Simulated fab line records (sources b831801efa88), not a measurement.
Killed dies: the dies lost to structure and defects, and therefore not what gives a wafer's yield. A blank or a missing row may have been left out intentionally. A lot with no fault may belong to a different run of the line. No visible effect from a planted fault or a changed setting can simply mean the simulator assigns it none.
A struck lot beside a sound one / flow sky130 / 17 out of 708 route steps
Sound: these wafers, L371.1, L371.5, L371.6. The struck wafers were L372.1, L372.2, L372.6. The cause is given at the end.
Per side, at each step with rows, come the tool, then ch with its chambers, and then its first start. Under that, the readings that differ: sound wafers / struck wafers / difference of the means / sigmas: that difference in standard deviations of wafers without a fault.
alike: readings with means less than 2 such deviations apart, plus words and numbers identical on both sides. not compared: withheld readings, readings lacking a value on some wafer, bounds such as >300 that could conceal the same value, and numbers that have no deviation in the record and whose values overlap.
A row with sigmas, a row that says differs or no value, or rows on one side alone: a step with any of these is where the two part. Numbers that have no deviation but don't overlap get no sigmas and don't part them. A reading that every wafer of one side lacks parts them only if that side has two wafers or more.

first, 5 steps without rows for these wafers: SKY_SD_N_COAT_02 (resist thk 1140 nm); SKY_SD_N_SOFTBAKE_03 (time 60 s); SKY_SD_N_EXPOSE_04 (exposes mask NSDM, target cd 380 nm); SKY_SD_N_PEB_05; SKY_SD_N_DEVELOP_06 (develop time 60 s).
SKY_SD_N_CD_MEAS_07: the cd target is 380 nm.
  sound on cd-sem-02 at day 32 04:38; struck on cd-sem-01 at day 32 10:13
  alike: cd-nm
SKY_SD_N_OVL_MEAS_08:
  sound on overlay-02 at day 32 04:46; struck on overlay-01 at day 32 10:20
  alike: SD_N_OVL
then, 2 steps without rows for these wafers: SKY_SD_N_IMPLANT_09; SKY_SD_N_IMPLANT_10.
SKY_SD_N_STRIP_11: strips in O2/N2.
  sound on plasma-asher-04 ch 0,1, day 32 05:06; struck on plasma-asher-01 ch 0,1, day 32 10:41
  alike: chamber-pressure-mTorr, drypump-motor-current-A, oes-product-au, strip-time-to-endpoint-s
  not compared: rf-hours-counter-h
SKY_SD_N_TW_MEAS_12:
  sound on film-metro-02 at day 32 05:12; struck on film-metro-03 at day 32 10:47
  alike: SD_N_TW
then, 1 step without rows for these wafers: SKY_SD_N_CLEAN_13 (cleans in SC1/SC2, time 150 s).
SKY_SD_N_RTA_14: time 2 s.
  sound on rtp-anneal-02 ch 0, day 32 05:19; struck on rtp-anneal-01 ch 0, day 32 10:53
reading=lamp-power-pct (%); sound=15.65 15.79 15.70; struck=15.04 15.02 14.97; difference=-0.70; sigmas=-14
  alike: chamber-o2-ppm, wafer_temp_C_max
SKY_SD_N_RS_MEAS_16: measures by four-point-probe.
  sound on film-metro-02 at day 32 05:29; struck on film-metro-04 at day 32 11:04
reading=SD_N_RS (ohm/sq); sound=68.39 68.37 68.30; struck=71.92 72.15 71.96; difference=+3.66; sigmas=+24
SKY_SD_N_RS_MEAS_17: measures by four-point-probe.
  sound on film-metro-02 at day 32 05:36; struck on film-metro-04 at day 32 11:11
reading=SD_P_RS (ohm/sq); sound=146.7 146.5 146.6; struck=165.5 166.3 166.3; difference=+19.4; sigmas=+42
SKY_SD_N_RS_MEAS_18: measures by four-point-probe.
  sound on film-metro-02 at day 32 05:43; struck on film-metro-04 at day 32 11:18
reading=RES_XHIGH_RS (ohm/sq); sound=329.4 329.2 329.3; struck=334.4 334.1 334.2; difference=+4.9; sigmas=+4
-- here the record skips 17 days between the struck wafers' starts before and after, leaving off in module SD_N and picking up in module PAD_OPEN (first step shown: number 708 of the route) --
SKY_PAD_OPEN_PROBE_99:
  sound on prober-02 at day 48 23:44; struck on prober-01 at day 49 02:04
reading=killed-at-front-end; sound=25 17 29; struck=16 12 11; difference=-11; sigmas=-2
reading=model.etest.res-xhigh-po.line-ohm-um; sound=5893 5813 5381; struck=7163 7062 6696; difference=+1278; sigmas=
reading=model.etest.res-xhigh-po.rs-ohm-sq; sound=2062 2039 1926; struck=2421 2484 2332; difference=+403; sigmas=
reading=model.etest.pfet_01v8.r-on-ohm-um; sound=2886 2846 2871; struck=3095 3212 3184; difference=+296; sigmas=
reading=model.etest.tip-p.rs-ohm-sq; sound=6792 6811 6848; struck=7056 7108 7140; difference=+284; sigmas=
reading=model.etest.res-pdiff.line-ohm-um; sound=1349 1339 1356; struck=1565 1549 1571; difference=+214; sigmas=
reading=model.etest.res-high-po.line-ohm-um; sound=770.6 770.2 740.9; struck=871.2 862.5 842.2; difference=+98.1; sigmas=
reading=model.etest.pfet-g5v0d10v5.r-on-ohm-um; sound=4737 4733 4741; struck=4903 4868 4907; difference=+156; sigmas=
reading=model.etest.licon-high-po.rc-ohm; sound=378.4 366 341.6; struck=480.5 471.9 450.4; difference=+105.6; sigmas=
  alike: killed_at_M0_to_M3, killed_at_M4_up, killed-at-contacts, killed-at-other, killed-dies, killed-open, killed-short

## WHERE THEY PART
At SKY_SD_N_RTA_14 first; at SKY_PAD_OPEN_PROBE_99 last (within this record only).

WHY: what had been put in by the simulator
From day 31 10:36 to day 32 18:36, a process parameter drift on rtp-anneal-01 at SKY_SD_N_RTA_14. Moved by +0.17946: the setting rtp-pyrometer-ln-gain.
